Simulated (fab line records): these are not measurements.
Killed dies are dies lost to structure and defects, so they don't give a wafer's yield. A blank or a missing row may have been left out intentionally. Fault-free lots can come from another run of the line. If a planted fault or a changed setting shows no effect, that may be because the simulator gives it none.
Split-lot study | flow sky130 | route with 708 steps; 5 lots, 23 wafers read

SPLIT DETAILS
At SKY_SONOS_ONO_COAT_08 (resist thk 1140 nm), the setting spin_rpm was moved away from the recipe's 3000 rpm on 4 of the 23 wafers read, by -2.9% to +4.5%. This setting was run at the recipe's value on the other wafers.

The split's own step is where the reading is taken.

THE READING
NOVOLAK_of_SONOS_ONO_COAT_08.thk_nm (the simulator's own value, which no gauge read), in nm, at SKY_SONOS_ONO_COAT_08 (resist thk 1140 nm). There is no usual value for it anywhere in the file. Across the 19 wafers here that went through the recipe, the average is 1144 nm and the standard deviation 3.1 nm.

wafer  | tool, chamber at the split | spin_rpm as run, rpm | against the recipe | NOVOLAK_of_SONOS_ONO_COAT_08.thk_nm, nm | against lot-mates on the recipe
L075.1 | litho_track-01, 0          | 3000                 | recipe             | 1136                                    | -
L075.2 | litho_track-01, 0          | 3000                 | recipe             | 1137                                    | -
L075.3 | litho_track-01, 0          | 3136                 | +4.5%              | 1108                                    | -29
L075.4 | litho_track-01, 0          | 3000                 | recipe             | 1139                                    | -
L075.6 | litho_track-01, 0          | 3136                 | +4.5%              | 1110                                    | -27
L078.1 | litho_track-02, 0          | 3000                 | recipe             | 1144                                    | -
L078.3 | litho_track-02, 0          | 2913                 | -2.9%              | 1161                                    | +16
L078.4 | litho_track-02, 0          | 2913                 | -2.9%              | 1162                                    | +17
L078.5 | litho_track-02, 0          | 3000                 | recipe             | 1146                                    | -
L078.6 | litho_track-02, 0          | 3000                 | recipe             | 1146                                    | -
L079.1 | litho_track-01, 0          | 3000                 | recipe             | 1145                                    | -
L079.3 | litho_track-01, 0          | 3000                 | recipe             | 1145                                    | -
L079.4 | litho_track-01, 0          | 3000                 | recipe             | 1145                                    | -
L079.2 | litho_track-01, 0          | 3000                 | recipe             | 1147                                    | -
L079.5 | litho_track-01, 0          | 3000                 | recipe             | 1146                                    | -
L080.1 | litho_track-04, 0          | 3000                 | recipe             | 1144                                    | -
L080.5 | litho_track-04, 0          | 3000                 | recipe             | 1144                                    | -
L080.4 | litho_track-04, 0          | 3000                 | recipe             | 1142                                    | -
L081.1 | litho_track-02, 0          | 3000                 | recipe             | 1144                                    | -
L081.6 | litho_track-02, 0          | 3000                 | recipe             | 1144                                    | -
L081.2 | litho_track-02, 0          | 3000                 | recipe             | 1143                                    | -
L081.4 | litho_track-02, 0          | 3000                 | recipe             | 1142                                    | -
L081.5 | litho_track-02, 0          | 3000                 | recipe             | 1148                                    | -

THE FIT
A straight line over all 23 wafers: NOVOLAK_of_SONOS_ONO_COAT_08.thk_nm changes by -7.18 nm for each +1% of spin_rpm; r = -0.97; the points scatter about the line by 3.1 nm.
The same after taking each lot's own level away (the mean of its wafers on the recipe; 23 wafers): -6.04 nm for each +1%; r = -0.99; scatter 1.4 nm.
According to that fit, moving spin_rpm by its largest amount changes the reading by 27 nm.
Measured against the standard deviation above, the lots' own levels, which go from 1137.3 to 1145.6 nm, span 2.7 times it.
In other words, the slope is changed by the lot-to-lot level; the two fits disagree.
Check: -26.5 nm against its lot-mates is what the line predicts for one of the wafers moved furthest among these (+4.5%) when that wafer is left out of the fit. Against them it came out at -29.3 nm.

THESE WAFERS: OTHER SPLITS
Before the reading, these wafers also passed through other splits. Each is held against what the fit with the lots' levels taken away leaves over:
other split on the same wafers             | wafers away from the commonest value | r with NOVOLAK_of_SONOS_ONO_COAT_08.thk_nm (lot level and that fit taken away)
SKY_FIELD_ISO_OXIDATION_01 ox_time_s       | 18                                   | -0.03
SKY_FIELD_ISO_DEVELOP_12 develop_time_s    | 10                                   | -0.14
SKY_FIELD_ISO_STRIP_16 power_w             | 12                                   | +0.17
SKY_FIELD_ISO_WET_ETCH_29 time_s           | 15                                   | -0.05
SKY_NWELL_IMPLANT_11 energy_kev            | 6                                    | +0.10
SKY_NWELL_IMPLANT_24 dose_cm2              | 7                                    | +0.28
SKY_VT_ADJUST_HVTP_COAT_02 resist_thk_nm   | 7                                    | -0.23
SKY_VT_ADJUST_HVTR_IMPLANT_09 energy_kev   | 11                                   | +0.38
SKY_VT_ADJUST_PCH_COAT_02 spin_rpm         | 6                                    | +0.26
SKY_VT_ADJUST_PCH_IMPLANT_08 energy_kev    | 7                                    | +0.19
SKY_SONOS_TUNNEL_DEVELOP_06 develop_time_s | 9                                    | +0.14

THE WHOLE CHAIN: every reading that the file lists as answering this split, in the file's order
step                   | what it does       | reading                                                                              | change (the file's fit)              | r (the file's)
SKY_SONOS_ONO_COAT_08  | resist thk 1140 nm | NOVOLAK_of_SONOS_ONO_COAT_08.thk_nm (the simulator's own value, which no gauge read) | -6.04 nm for each +1% of the setting | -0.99
SKY_SONOS_ONO_STRIP_17 | strips in O2/N2    | strip_time_to_endpoint_s                                                             | withheld for each +1% of the setting | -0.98

THE FILE'S OWN FIT
NOVOLAK_of_SONOS_ONO_COAT_08.thk_nm changes by -6.04 nm for each +1% of spin_rpm, r = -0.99.
